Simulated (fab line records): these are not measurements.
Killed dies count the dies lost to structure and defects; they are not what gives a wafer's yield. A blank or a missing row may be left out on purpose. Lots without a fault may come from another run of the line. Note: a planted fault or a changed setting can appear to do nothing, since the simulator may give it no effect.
Code-filled problem report in 8D (eight disciplines) form	flow gf180mcu	the parts of the form that need people (team, actions taken, sign-off) are left out

== 1. PROBLEM STATEMENT ==
Mean of strip-time-to-endpoint-s at GF_MIM_STRIP_20: 11.41 s across 6 wafers in 2 lots; on wafers with no fault it is 11.21 s (standard deviation 0.041). Measured from the usual mean, that is +4.9 standard deviations.
The step: strips in O2/N2.
Earliest sighting: wafer L208.2 on plasma-asher-04 at day 27 20:08. Wafers with a number at this step in the record: 30, from 10 lots. Rule for "out", or "out of limits": more than 4 standard deviations from the usual mean. All remaining wafers that have a number are taken as sound.

== 2. WHAT IT IS, WHAT IT ISN'T ==
question	is	is not
which readings at this step	strip-time-to-endpoint-s	drypump-motor-current-A, heater-power-w
which lots	L208, L212	L200, L201, L205, L213, L215, L220, L222, L223
which wafers of those lots	all that have a number	-
read on which tools	plasma-asher-01, plasma-asher-04	plasma-asher-02
when	from day 27 20:08	up to then (9 sound wafers); but 15 sound wafers of L213, L215, L220, L222, L223 came after

== 3. WHAT RULES OUT EACH SUSPECT ==
Counting: a tool at any process step up to the reading remains a suspect when it ran all the lots that are out and ran no sound lot after the first of those.
- plasma-asher-04 at GF_V3_STRIP_18 (strips in O2/N2): ruled out as a lasting fault. The sound lots L222, L223 went through it after L208, its earliest lot that is out (day 25 02:19).
- rie-metal-04 at GF_MIM_METAL_ETCH_19 (etches the open film in Cl2/BCl3, stops on Si3N4, target depth 324.5 nm, time 54.1 s): ruled out as a lasting fault. The sound lots L222 went through it after L208, its earliest lot that is out (day 27 20:04).
Left after counting: nothing in the record.

== 4. THE CAUSE (what the simulator had put in) ==
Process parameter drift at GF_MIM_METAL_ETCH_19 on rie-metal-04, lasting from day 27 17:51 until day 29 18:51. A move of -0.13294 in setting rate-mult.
Counting ruled it out, wrongly: the rule takes a fault to strike every lot that its tool runs from its start on, and this one did not.

== 5. THE CHAIN OF EFFECTS, in route order ==
Rows list readings where the struck wafers' mean (over those with a number) sits beyond 3 standard deviations from the usual. Scope: only readings with a usual standard deviation given in the record; hours: median across lots of the time from each lot's start at the first step in this table that gives one to its start at this step; sigmas: change in usual standard deviations.
hours	step	reading	usual	on struck wafers	change	sigmas
0	GF_MIM_METAL_ETCH_19	oes-product-au	0.940 a.u.	0.915	-0.025	-3.3
0	GF_MIM_STRIP_20	strip-time-to-endpoint-s	11.21 s	11.41	+0.20	+4.9
81	GF_PASSIVATION_PROBE_99	defect-limited-yield	90.3 %	0.0	-90.3	-64
81	GF_PASSIVATION_PROBE_99	killed-at-other	0.1	441.0	+440.9	+99 or more
81	GF_PASSIVATION_PROBE_99	killed-dies	48	492	+444	+63
81	GF_PASSIVATION_PROBE_99	killed-on-rim	9.1	96.0	+86.9	+30
81	GF_PASSIVATION_PROBE_99	sort_bin_3_pad_short	0.4 %	90.1	+89.7	+99 or more
81	GF_PASSIVATION_PROBE_99	sort-n-pass	444	0	-444	-63
81	GF_PASSIVATION_PROBE_99	sort-yield-pct	90.3 %	0.0	-90.3	-64
Its process steps:
- GF_MIM_METAL_ETCH_19: etches the open film in Cl2/BCl3, stops on Si3N4, target depth 324.5 nm, time 54.1 s.
- GF_MIM_STRIP_20: strips in O2/N2.
- GF_PASSIVATION_PROBE_99

== 6. WHAT WOULD HAVE CAUGHT IT SOONER ==
First out-of-limits reading in this record: day 27 20:08, which is 2 hours after fault onset at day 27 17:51.
No tool reading at GF_MIM_METAL_ETCH_19 that has a usual standard deviation in the record was out on any struck wafer, so an alarm limit of 4 standard deviations on those readings would not have fired.
